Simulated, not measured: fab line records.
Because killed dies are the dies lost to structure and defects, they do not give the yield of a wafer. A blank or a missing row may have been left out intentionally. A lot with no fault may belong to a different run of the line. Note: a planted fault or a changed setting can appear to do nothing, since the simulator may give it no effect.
A single fault, viewed from 2 desks -- flow sky130 -- numbers are kept per desk, each desk with only its own; the story behind them comes last

== DESK OF THE TOOL OWNER: hdpcvd-02 ==
The tool's own readings at SKY_VIA3_HDPCVD_00 (deposits SiO2, target thk 1635 nm, time 272.5 s): means of the sampled wafers that have a number, for each lot that ran on this tool. If a lot's mean is further than 4 standard deviations from the usual mean, the lot is out of limits and carries the mark OUT (the distance appears in the brackets).
Columns: A = sih4_flow_sccm at SKY_VIA3_HDPCVD_00, usual 60.01 sccm; B = susceptor_temp_C at SKY_VIA3_HDPCVD_00, usual 399.99 C
lot,first seen here,A,B
L719,day 39 13:40,59.97,399.85
L720,day 39 20:33,60.06,399.67
L721,day 40 01:51,60.14,400.05
L722,day 40 07:37,59.98,399.98
L723,day 40 22:17,59.89,400.02
L731,day 43 06:32,60.09,399.96
L732,day 43 15:44,60.16,399.89
L735,day 44 04:52,59.81,399.96
L736,day 44 16:31,60.03,399.88
L738,day 45 13:46,59.93,400.30
Finding of this desk: none of the 10 lots has anything out of limits.

== FROM THE METROLOGY DESK ==
What the gauges read, lot by lot, whatever tool the lot ran on: means of the sampled wafers that have a number. If a lot's mean is further than 4 standard deviations from the usual mean, the lot is out of limits and carries the mark OUT (the distance appears in the brackets).
Columns: A = VIA3_HDPCVD_THK at SKY_VIA3_THK_MEAS_01, usual 1626 nm; B = cd_nm at SKY_VIA3_CD_MEAS_12, usual 200.2 nm
lot,first seen here,A,B
L718,day 39 01:46,1622,200.7
L719,day 39 13:50,1614,199.0
L720,day 39 20:43,1629,199.8
L721,day 40 02:02,1151 (-28) OUT,194.0
L722,day 40 07:47,1003 (-37) OUT,200.6
L723,day 40 22:28,667 (-56) OUT,200.4
L731,day 43 06:43,1610,200.7
L732,day 43 15:55,1614,200.7
L733,day 43 16:36,1636,199.7
L734,day 43 23:40,1619,200.4
L735,day 44 05:04,1630,202.4
L736,day 44 16:42,1632,199.7
L738,day 45 13:56,1637,203.3
L739,day 45 14:04,1642,198.8
L740,day 45 19:01,1650,200.2
This desk finds L721, L722, L723 out of limits, with the earliest case on L721 at day 40 02:02 (VIA3_HDPCVD_THK at SKY_VIA3_THK_MEAS_01). In limits: L718, L719, L720, L731, L732, L733, L734, L735, L736, L738, L739, L740.

== TAKEN TOGETHER ==
L721, L722, L723 would have let the metrology desk raise an alarm at day 40 02:02.
The tool owner's desk saw nothing out of limits.
On record at the tool owner's desk: L721, L722, L723, within its limits.
On hdpcvd-02, each named lot ran SKY_VIA3_HDPCVD_00.

== WHAT HAD BEEN PUT IN BY THE SIMULATOR ==
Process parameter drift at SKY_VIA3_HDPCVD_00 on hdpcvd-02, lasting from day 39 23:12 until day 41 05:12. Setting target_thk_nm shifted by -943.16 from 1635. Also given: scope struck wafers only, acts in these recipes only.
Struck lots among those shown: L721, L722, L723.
Delay in hours, fault start to first out-of-limits reading, per desk: metrology desk 3.
